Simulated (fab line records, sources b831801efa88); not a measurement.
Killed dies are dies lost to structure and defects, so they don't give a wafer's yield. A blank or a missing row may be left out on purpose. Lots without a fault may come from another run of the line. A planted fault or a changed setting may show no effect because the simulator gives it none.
Chamber matching | flow sky130 | SKY_POLY_CUT_ETCH_11 on rie_diel-04: 4 sister chambers
The step etches Si3N4 in CF4/CH2F2/Ar, stops on poly-Si, time 42.5 s, target depth 60 nm. 14 wafers are shown with their chamber, then 7 later ones without.

WAFERS WITH THEIR CHAMBER
wafer  | chamber | oes_product_au (a.u.) | throttle_valve_pct (%) | bias_w (W)
L937.2 | 0       | 0.824                 | 14.999                 | 149.9
L937.3 | 2       | 0.824                 | 15.000                 | 149.7
L937.6 | 0       | 0.815                 | 14.997                 | 150.2
L941.4 | 2       | 0.839                 | 14.982                 | 149.8
L941.5 | 0       | 0.828                 | 14.986                 | 150.4
L941.6 | 1       | 0.831                 | 14.983                 | 150.5
L942.1 | 0       | 0.828                 | 15.002                 | 149.8
L942.2 | 3       | 0.824                 | 14.995                 | 150.0
L942.3 | 1       | 0.818                 | 14.995                 | 149.6
L944.2 | 0       | 0.823                 | 14.996                 | 150.2
L944.4 | 3       | 0.821                 | 15.005                 | 150.4
L944.6 | 1       | 0.823                 | 14.972                 | 150.8
L943.1 | 1       | 0.830                 | 14.997                 | 149.5
L943.3 | 3       | 0.822                 | 14.992                 | 149.2

SIGNATURES (means of the wafers above)
reading            | chamber 0 | chamber 1 | chamber 2 | chamber 3 | scatter within a chamber
oes_product_au     | 0.82360   | 0.82550   | 0.83150   | 0.82233   | 0.00586
throttle_valve_pct | 14.99600  | 14.98675  | 14.99100  | 14.99733  | 0.00897
bias_w             | 150.100   | 150.100   | 149.750   | 149.867   | 0.475
Rule: a wafer's distance from a chamber is the root of the sum, over the readings, of the square of ((its reading less the chamber's mean) divided by the reading's scatter). The wafer belongs to the nearest chamber; if the next one is less than 2 further off, it can't be placed. The scatter: the root of (the sum of the squares of (reading less its chamber's mean) over the shown wafers, divided by (wafers less chambers)).

WAFERS WITHOUT THEIR CHAMBER
wafer  | oes_product_au (a.u.) | throttle_valve_pct (%) | bias_w (W)
L943.6 | 0.834                 | 15.003                 | 150.4
L953.1 | 0.833                 | 14.999                 | 150.3
L953.2 | 0.837                 | 15.008                 | 150.3
L953.4 | 0.835                 | 14.988                 | 150.0
L958.4 | 0.823                 | 14.993                 | 149.6
L958.5 | 0.830                 | 14.994                 | 150.1
L958.6 | 0.830                 | 15.006                 | 149.7

WHICH CHAMBER EACH WENT THROUGH
wafer  | from the rows above               | in truth
L943.6 | can't be placed: 2 or 0 or 3 or 1 | 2
L953.1 | can't be placed: 2 or 0 or 1 or 3 | 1
L953.2 | can't be placed: 2 or 0 or 3 or 1 | 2
L953.4 | can't be placed: 2 or 1 or 0 or 3 | 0
L958.4 | can't be placed: 3 or 0 or 1 or 2 | 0
L958.5 | can't be placed: 2 or 1 or 0 or 3 | 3
L958.6 | can't be placed: 3 or 2 or 0 or 1 | 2
Placed correctly: 0 of 7. Can't be placed from these rows: 7 (the true chamber is among the candidates in 7). Placed wrongly: 0.
